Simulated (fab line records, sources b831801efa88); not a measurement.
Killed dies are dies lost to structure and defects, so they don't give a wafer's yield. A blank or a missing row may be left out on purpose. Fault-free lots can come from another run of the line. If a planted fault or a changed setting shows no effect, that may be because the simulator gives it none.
8D (eight disciplines) problem report, filled in by code + flow sky130 + the parts of the form that need people (team, actions taken, sign-off) are left out

1. THE ISSUE
Wafers free of any fault read 496 (standard deviation 3.1) for NWELL_2_TW at SKY_NWELL_TW_MEAS_26, against a mean of 379 on 9 wafers of 3 lots. That puts it -38 standard deviations away from the usual mean.
Seen first at day 8 07:36 on film metro-01, wafer L109.1. The record has a number at this step for 36 wafers belonging to 12 lots. The rule behind "out" and "out of limits": a value lying over 4 standard deviations away from the usual mean. The rest of the wafers with a number are treated as sound.

2. WHAT IT IS; WHAT IT IS NOT
| question                    | is                           | is not                                                                                 |
|-----------------------------|------------------------------|----------------------------------------------------------------------------------------|
| which readings at this step | NWELL_2_TW                   | -                                                                                      |
| which lots                  | L109, L112, L113             | L104, L106, L107, L114, L115, L118, L120, L997, L999                                   |
| which wafers of those lots  | all that have a number       | -                                                                                      |
| read on which gauges        | film metro-01, film metro-02 | film metro-03                                                                          |
| when                        | from day 8 07:36             | up to then (15 sound wafers); but 12 sound wafers of L114, L115, L118, L120 came after |

3. WHAT RULES OUT EACH SUSPECT
Counting: a tool at any process step up to the reading remains a suspect when it ran all the lots that are out and ran no sound lot after the first of those.
- ruled out: the gauge at SKY_NWELL_TW_MEAS_26. The wafers that are out were read on 2 gauges (film metro-01, film metro-02).
- implanter-01 at SKY_NWELL_IMPLANT_24: kept. Every lot that is out went through it, starting with L109 (day 8 07:21), and after that it ran no sound lot; the last sound lot it ran before then is L107 (day 7 20:00). Its own dose ions cm2, faraday current uA readings are out on those wafers.
- plasma asher-01 at SKY_NWELL_STRIP_25 (strips in O2/N2): ruled out as a lasting fault. Sound lots L114, L115, L118 ran on it after its first lot that is out, L109 (day 8 07:30).
Remaining after the count: implanter-01 at SKY_NWELL_IMPLANT_24.

4. THE CAUSE (what the simulator had put in)
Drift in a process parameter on implanter-01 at SKY_NWELL_IMPLANT_24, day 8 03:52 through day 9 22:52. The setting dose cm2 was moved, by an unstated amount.
Only this tool survived the counting.

5. SEQUENCE OF EFFECTS, ordered by route
Each row: a reading whose mean over the struck wafers that have a number lies more than 3 standard deviations from the usual. Readings are gone through only where the record gives a usual standard deviation; hours: the median, over the lots, of the time from a lot's start at the first step in this table giving one to that lot's start at this step; sigmas: the change measured in usual standard deviations.
| hours | step                 | reading            | usual   | on struck wafers | change   | sigmas      |
|-------|----------------------|--------------------|---------|------------------|----------|-------------|
| 0     | SKY_NWELL_IMPLANT_24 | dose ions cm2      | 9.2e+12 | 3.8e+12          | -5.4e+12 | -99 or more |
| 0     | SKY_NWELL_IMPLANT_24 | faraday current uA | 52.0    | 21.0             | -31.0    | -28         |
| 0     | SKY_NWELL_TW_MEAS_26 | NWELL_2_TW         | 496     | 379              | -117     | -38         |
Here are the process steps it includes:
- SKY_NWELL_IMPLANT_24
At these later measuring or inspecting steps, every struck wafer for which the step has a row has a number for every such reading, and none has moved that far: SKY_VT_ADJUST_LVTN_OVL_MEAS_18.

6. WHAT WOULD HAVE CAUGHT IT SOONER
Counted from the fault's start at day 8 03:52, it took 4 hours until the first out-of-limits reading at a measuring or inspecting step in this record, taken at day 8 07:36.
Tool's own readings at SKY_NWELL_IMPLANT_24, dose ions cm2, faraday current uA: out on all struck wafers the step has rows for; an alarm limit on them would have tripped on the first.
L112, L113, from the lots that are out (3), started SKY_NWELL_IMPLANT_24 on implanter-01 later than day 8 07:36. A hold on the tool at that time would have spared those 2.
